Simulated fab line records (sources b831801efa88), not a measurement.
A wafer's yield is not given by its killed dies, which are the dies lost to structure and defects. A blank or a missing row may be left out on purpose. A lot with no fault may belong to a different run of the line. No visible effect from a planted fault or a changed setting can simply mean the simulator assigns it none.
Struck lot and sound lot, side by side / flow gf180mcu / 14 out of 602 route steps
Sound: the wafers L909.2, L909.3, L909.5. Wafers struck: L920.2, L920.3, L920.5. The cause is named last.
Order at every step that has rows: each side's tool, ch and its chambers, its first start. Under that, the readings that differ: sound wafers / struck wafers / difference of the means / sigmas: that difference in standard deviations of wafers without a fault.
alike: words and numbers the same on both sides, and readings whose means are apart by under 2 such deviations; not compared: readings that were withheld, readings missing a value for some wafer, numbers with overlapping values and no deviation given by the record, and bounds like >300 which may hide the same value.
A row with sigmas, a row that says differs or no value, or rows on one side alone: a step with any of these is where the two part. Numbers that have no deviation but don't overlap get no sigmas and don't part them. A reading missing from all wafers of one side parts the sides only when that side holds two or more wafers.

GF_V3_CMP_26: polishes, stops on SiO2, t overpolish 15 s, target thk 0 nm.
  sound on cmp-02 ch 1,3, day 23 02:01; struck on cmp-01 ch 1,2,3, day 27 18:48
  alike: motor current A, overpolish run s, platen rpm, time to endpoint s
then, 1 step without rows for these wafers: GF_M4_SPUTTER_00 (material Ti, target thk 37.5 nm, time 150 s).
GF_M4_SPUTTER_01: material TiN, target thk 30 nm, time 25 s.
  struck on pvd sputter-02, day 27 19:12; sound on pvd sputter-03, day 23 02:25
  alike: throttle valve pct
GF_M4_SPUTTER_02: material AlCu, target thk 450 nm, time 23.9 s.
  struck on pvd sputter-02, day 27 19:14; sound on pvd sputter-03, day 23 02:26
  alike: throttle valve pct
GF_M4_SPUTTER_03: material Ti, target thk 10 nm, time 6.7 s.
  struck on pvd sputter-02, day 27 19:16; sound on pvd sputter-03, day 23 02:28
  alike: throttle valve pct
GF_M4_SPUTTER_04: material TiN, target thk 50 nm, time 41.7 s.
  struck on pvd sputter-02, day 27 19:17; sound on pvd sputter-03, day 23 02:29
  alike: throttle valve pct
GF_M4_RS_MEAS_05: uses a four-point probe to measure.
  struck on film metro-04, day 27 19:20; sound on film metro-03, day 23 02:33
  alike: M4_ALCU_RS
GF_M4_THK_MEAS_06: measures by xrf.
  struck on film metro-04, day 27 19:27; sound on film metro-03, day 23 02:40
  alike: M4_ALCU_THK
then, 4 steps without rows for these wafers: GF_M4_DEHYDRATE_07 (time 60 s); GF_M4_HMDS_08 (prime time 60 s); GF_M4_COAT_09 (resist thk 1000 nm); GF_M4_SOFTBAKE_10 (time 60 s).
GF_M4_EXPOSE_11: exposes mask Metal4, target cd 280 nm.
  struck on krf scanner-01, day 28 05:44; sound on krf scanner-01 ch 0, day 23 14:31
  no value came back on the struck wafers for exposure dose mJ cm2, focus offset nm (nm); on the sound wafers exposure dose mJ cm2 reads 28.42 28.42 28.45
  alike: mask
then, 1 step without rows for these wafers: GF_M4_PEB_12 (peb time 90 s).

WHERE THEY PART
At GF_M4_EXPOSE_11 and nowhere else, as far as this record goes.

WHY: what had been put in by the simulator
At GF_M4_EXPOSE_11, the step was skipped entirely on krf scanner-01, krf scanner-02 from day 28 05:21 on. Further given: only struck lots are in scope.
